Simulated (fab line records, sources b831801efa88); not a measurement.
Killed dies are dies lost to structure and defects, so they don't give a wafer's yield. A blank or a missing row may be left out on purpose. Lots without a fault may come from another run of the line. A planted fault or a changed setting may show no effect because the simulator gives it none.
Which tool did it? | flow sky130 | 11 lots, 33 wafers sampled, at 5 steps of a route of 708

WHAT THE GAUGES READ, wafer by wafer
SKY_LI_CONTACT_CD_MEAS_12: target cd 170 nm.
lot  | measured     | on        | cd_nm (nm)
L941 | day 29 08:23 | cd_sem-01 | 170.3 169.7 171.1
L943 | day 30 04:20 | cd_sem-02 | 169.9 172.1 173.1
L946 | day 31 09:11 | cd_sem-02 | 170.2 170.6 170.3
L948 | day 31 18:03 | cd_sem-02 | 168.7 169.2 168.8
L949 | day 32 00:05 | cd_sem-02 | 168.8 166.8 168.8
L950 | day 32 06:04 | cd_sem-02 | 169.6 170.3 171.6
L951 | day 32 17:25 | cd_sem-02 | 166.4 167.6 167.4
L954 | day 33 16:32 | cd_sem-01 | 172.7 170.6 170.8
L955 | day 33 21:01 | cd_sem-01 | 167.6 167.0 167.1
L962 | day 36 02:27 | cd_sem-02 | 170.0 170.8 169.1
L963 | day 36 14:06 | cd_sem-02 | 169.2 170.4 168.9

SKY_LI_CONTACT_RS_MEAS_22: measures by four-point-probe.
lot  | measured     | on            | LI_CONTACT_W_RS (ohm/sq)
L941 | day 29 09:13 | film_metro-04 | 0.281 0.281 0.282
L943 | day 30 05:10 | film_metro-04 | 0.282 0.279 0.285
L946 | day 31 10:01 | film_metro-03 | 0.281 0.286 0.281
L948 | day 31 18:55 | film_metro-04 | 0.285 0.283 0.289
L949 | day 32 00:56 | film_metro-02 | 0.280 0.285 0.280
L950 | day 32 06:54 | film_metro-02 | 0.279 0.282 0.286
L951 | day 32 18:16 | film_metro-03 | 0.279 0.284 0.283
L954 | day 33 17:23 | film_metro-04 | 0.298 0.295 0.299
L955 | day 33 21:53 | film_metro-03 | 0.301 0.294 0.303
L962 | day 36 03:25 | film_metro-02 | 0.285 0.288 0.288
L963 | day 36 14:56 | film_metro-02 | 0.284 0.281 0.284

SKY_LI_CONTACT_THK_MEAS_23: measures by xrf.
lot  | measured     | on            | LI_CONTACT_W_THK (nm)
L941 | day 29 09:20 | film_metro-04 | 421 422 419
L943 | day 30 05:17 | film_metro-04 | 418 420 414
L946 | day 31 10:08 | film_metro-03 | 413 404 412
L948 | day 31 19:01 | film_metro-04 | 413 414 409
L949 | day 32 01:04 | film_metro-02 | 424 417 426
L950 | day 32 07:01 | film_metro-02 | 426 421 415
L951 | day 32 18:22 | film_metro-03 | 414 409 408
L954 | day 33 17:28 | film_metro-04 | 394 402 394
L955 | day 33 21:59 | film_metro-03 | 381 390 380
L962 | day 36 03:31 | film_metro-02 | 416 415 412
L963 | day 36 15:03 | film_metro-02 | 419 420 420

WHICH TOOL RAN EACH LOT (tool, then ch and the chambers of the sampled wafers, then the start)
lot  | SKY_LI_CONTACT_SPUTTER_20    | SKY_LI_CONTACT_CVD_21
L941 | pvd_sputter-03, day 29 09:01 | cvd_w-02 ch 0,1, day 29 09:05
L943 | pvd_sputter-03, day 30 04:59 | cvd_w-02 ch 0,1, day 30 05:02
L946 | pvd_sputter-01, day 31 09:50 | cvd_w-01 ch 0,1, day 31 09:53
L948 | pvd_sputter-02, day 31 18:42 | cvd_w-01 ch 0,1, day 31 18:46
L949 | pvd_sputter-03, day 32 00:45 | cvd_w-02 ch 0,1, day 32 00:49
L950 | pvd_sputter-01, day 32 06:43 | cvd_w-01 ch 0,1, day 32 06:47
L951 | pvd_sputter-02, day 32 18:02 | cvd_w-02 ch 0,1, day 32 18:08
L954 | pvd_sputter-02, day 33 17:08 | cvd_w-01 ch 0,1, day 33 17:14
L955 | pvd_sputter-01, day 33 21:40 | cvd_w-01 ch 0,1, day 33 21:44
L962 | pvd_sputter-01, day 36 03:05 | cvd_w-02 ch 1, day 36 03:11
L963 | pvd_sputter-01, day 36 14:44 | cvd_w-02 ch 0,1, day 36 14:47
- SKY_LI_CONTACT_SPUTTER_20: material TiN, target thk 20 nm, time 80 s.
- SKY_LI_CONTACT_CVD_21: deposits W, target thk 400 nm, time 120.56 s.

WHAT THE TOOLS THEMSELVES READ (means of the sampled wafers that have a number; where no wafer has one, the mark that the record gives instead)
SKY_LI_CONTACT_SPUTTER_20.
lot  | tool           | cathode_dc_power_W (W) | throttle_valve_pct (%)
L941 | pvd_sputter-03 | 4000.0                 | 30.5
L943 | pvd_sputter-03 | 3999.5                 | 30.4
L946 | pvd_sputter-01 | 4000.3                 | 30.2
L948 | pvd_sputter-02 | 3999.3                 | 30.3
L949 | pvd_sputter-03 | 4000.1                 | 30.8
L950 | pvd_sputter-01 | 4000.0                 | 30.7
L951 | pvd_sputter-02 | 3999.9                 | 30.9
L954 | pvd_sputter-02 | 4000.3                 | 30.3
L955 | pvd_sputter-01 | 4000.2                 | 30.1
L962 | pvd_sputter-01 | 3999.9                 | 30.8
L963 | pvd_sputter-01 | 4000.4                 | 30.7

SKY_LI_CONTACT_CVD_21.
lot  | tool     | chamber_pressure_Torr (Torr) | heater_power_w (W)
L941 | cvd_w-02 | 39.96                        | 907
L943 | cvd_w-02 | 39.99                        | 919
L946 | cvd_w-01 | 39.97                        | 692
L948 | cvd_w-01 | 40.02                        | 692
L949 | cvd_w-02 | 40.04                        | 922
L950 | cvd_w-01 | 39.91                        | 708
L951 | cvd_w-02 | 39.98                        | 914
L954 | cvd_w-01 | 36.63                        | 714
L955 | cvd_w-01 | 36.64                        | 694
L962 | cvd_w-02 | 40.01                        | 898
L963 | cvd_w-02 | 40.04                        | 919

THE ANSWER, worked out from the rows above alone
Rule: what is usual is taken from the lots themselves. Put in order of their means at a reading, lots are off if they are a third of the lots or fewer, leave a main group of 4 or more, and stand apart from it by a gap of 3 or more times the standard deviation of the main group's means; of several such gaps the widest counts. A main group whose means are all the same, to the digits that the tables above print for the reading, isn't used. A lot without any number at a reading at which 4 lots or more have one is off too. The other lots that the step has rows for count as sound. The gauges are gone through in route order, then the tools' own readings, and for those a lot's mean is taken as printed above. The first step at which some lot is off is used, and at that step the reading that is off furthest; a lot without a number counts as furthest.
Off: L954, L955, at SKY_LI_CONTACT_RS_MEAS_22 (LI_CONTACT_W_RS). The main group: mean 0.283 ohm/sq, standard deviation 0.0018.
A tool fits if, at a process step before that reading, it ran every lot that is off, and no sound lot after the first of them. The gauges at SKY_LI_CONTACT_RS_MEAS_22 aren't tried: what is off there is off at SKY_LI_CONTACT_CVD_21 too, on other tools, and a gauge's error can't cause that. One fits: cvd_w-01 at SKY_LI_CONTACT_CVD_21. Its last sound lot is L950 (day 32 06:47), its first lot that is off L954 (day 33 17:14): a fault that began between those two fits.
The tool's own readings at SKY_LI_CONTACT_CVD_21 bear it out: on the lots that are off they differ by more than 5 times the standard deviation of the sound lots' means. chamber_pressure_Torr reads 36.64 Torr there against 39.99 Torr on the sound lots.

WHAT THE SIMULATOR HAD PUT IN
Process parameter drift: cvd_w-01, from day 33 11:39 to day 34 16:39, at SKY_LI_CONTACT_CVD_21. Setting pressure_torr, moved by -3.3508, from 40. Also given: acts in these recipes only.
Lots struck among those shown: L954, L955. The rule above found the same.
